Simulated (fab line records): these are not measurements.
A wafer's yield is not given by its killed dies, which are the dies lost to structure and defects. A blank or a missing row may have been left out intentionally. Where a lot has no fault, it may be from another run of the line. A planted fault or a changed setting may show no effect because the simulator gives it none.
Struck lot and sound lot, side by side :: flow sky130 :: 23 steps out of a route of 708
Sound: wafers L568.2, L568.3, L568.5. Wafers L570.1, L570.2, L570.4 were the ones struck. The cause is named last.
Per side, at each step with rows, come the tool, then ch with its chambers, and then its first start. Under that, the readings that differ: sound wafers :: struck wafers :: difference of the means :: sigmas: that difference in standard deviations of wafers without a fault.
alike: words and numbers the same on both sides, and readings whose means are apart by under 2 such deviations; not compared: readings that were withheld, readings missing a value for some wafer, numbers with overlapping values and no deviation given by the record, and bounds like >300 which may hide the same value.
Wherever a step has rows on one side only, a row that says differs or no value, or a row with sigmas, the two part there. Numbers that don't overlap but have no deviation are shown without sigmas and don't part them. Lack of a reading on every wafer of one side parts them only where that side has two or more wafers.

first, 5 steps without rows for these wafers: SKY_POLY_CUT_COAT_03 (resist thk 450 nm); SKY_POLY_CUT_SOFTBAKE_04 (time 90 s); SKY_POLY_CUT_EXPOSE_05 (exposes mask NPCM, target cd 270 nm); SKY_POLY_CUT_PEB_06; SKY_POLY_CUT_DEVELOP_07 (develop time 60 s).
SKY_POLY_CUT_CD_MEAS_08: the cd target is 270 nm.
  struck on cd sem-02, day 26 14:52; sound on cd sem-02, day 25 22:53
  alike: cd nm
SKY_POLY_CUT_OVL_MEAS_09:
  struck on overlay-01, day 26 14:59; sound on overlay-01, day 25 22:59
  alike: POLY_CUT_OVL
SKY_POLY_CUT_ETCH_10: etches BARC in N2/H2, stops on SiO2, time 45.9 s, target depth 60 nm.
  sound on rie diel-03 ch 0,1,3, day 25 23:01; struck on rie diel-01 ch 0,2,3, day 26 15:01
  alike: drypump motor current A, oes product au, throttle valve pct
  not compared: rf hours counter h
SKY_POLY_CUT_ETCH_11: etches Si3N4 in CF4/CH2F2/Ar, stops on poly-Si, time 42.5 s, target depth 60 nm.
  sound on rie diel-03 ch 0,1,3, day 25 23:04; struck on rie diel-01 ch 0,2,3, day 26 15:04
  alike: drypump motor current A, oes product au, throttle valve pct
  not compared: rf hours counter h
SKY_POLY_CUT_STRIP_12: strips in O2/N2.
  sound on plasma asher-03 ch 0,1, day 25 23:06; struck on plasma asher-02 ch 0,1, day 26 15:06
  alike: drypump motor current A, oes product au, strip time to endpoint s
  not compared: rf hours counter h
then, 2 steps without rows for these wafers: SKY_SD_P_DEHYDRATE_00 (time 60 s); SKY_SD_P_HMDS_01 (prime time 60 s).
SKY_SD_P_COAT_02: resist thk 1140 nm.
  sound on litho track-02 ch 0, day 26 13:29; struck on litho track-02 ch 0, day 27 05:10
reading: model.NOVOLAK_of_SD_P_COAT_02.thk nm (nm)
sound: 1144 1142 1142
struck: 1178 1183 1179
difference: +37
sigmas: 
  alike: exhaust pa, resist line temp C
then, 3 steps without rows for these wafers: SKY_SD_P_SOFTBAKE_03 (time 60 s); SKY_SD_P_EXPOSE_04 (exposes mask PSDM, target cd 380 nm); SKY_SD_P_PEB_05.
SKY_SD_P_DEVELOP_06: develop time 60 s.
  sound on litho track-03 ch 0, day 27 04:15; struck on litho track-02 ch 0, day 27 19:19
reading: model.NOVOLAK_of_SD_P_COAT_02.thk nm (nm)
sound: 1144 1142 1142
struck: 1178 1182 1179
difference: +37
sigmas: 
  alike: exhaust pa, resist line temp C
SKY_SD_P_CD_MEAS_07: the cd target is 380 nm.
  struck on cd sem-01, day 27 19:28; sound on cd sem-01, day 27 04:24
reading: cd nm (nm)
sound: 379.9 381.9 383.0
struck: 376.8 375.5 374.7
difference: -5.9
sigmas: -3
SKY_SD_P_OVL_MEAS_08:
  struck on overlay-01, day 27 19:35; sound on overlay-02, day 27 04:31
  alike: SD_P_OVL
then, 1 step without rows for these wafers: SKY_SD_P_IMPLANT_09.
SKY_SD_P_STRIP_10: strips in O2/N2.
  sound on plasma asher-01 ch 0,1, day 27 04:41; struck on plasma asher-01 ch 0,1, day 27 19:46
reading: strip time to endpoint s (s)
sound: 17.56 17.52 17.52
struck: 17.91 17.97 17.92
difference: +0.40
sigmas: +10
  alike: drypump motor current A, oes product au
  not compared: rf hours counter h
SKY_SD_P_TW_MEAS_11:
  struck on film metro-03, day 27 19:52; sound on film metro-04, day 27 04:48
  alike: SD_P_TW
then, 1 step without rows for these wafers: SKY_PAD_OPEN_PROBE_99.

WHERE THEY PART
First at SKY_SD_P_CD_MEAS_07; last, within this record, at SKY_SD_P_STRIP_10. Later steps at which nothing parts them and some readings are alike: SKY_SD_P_TW_MEAS_11.

WHY: what had been put in by the simulator
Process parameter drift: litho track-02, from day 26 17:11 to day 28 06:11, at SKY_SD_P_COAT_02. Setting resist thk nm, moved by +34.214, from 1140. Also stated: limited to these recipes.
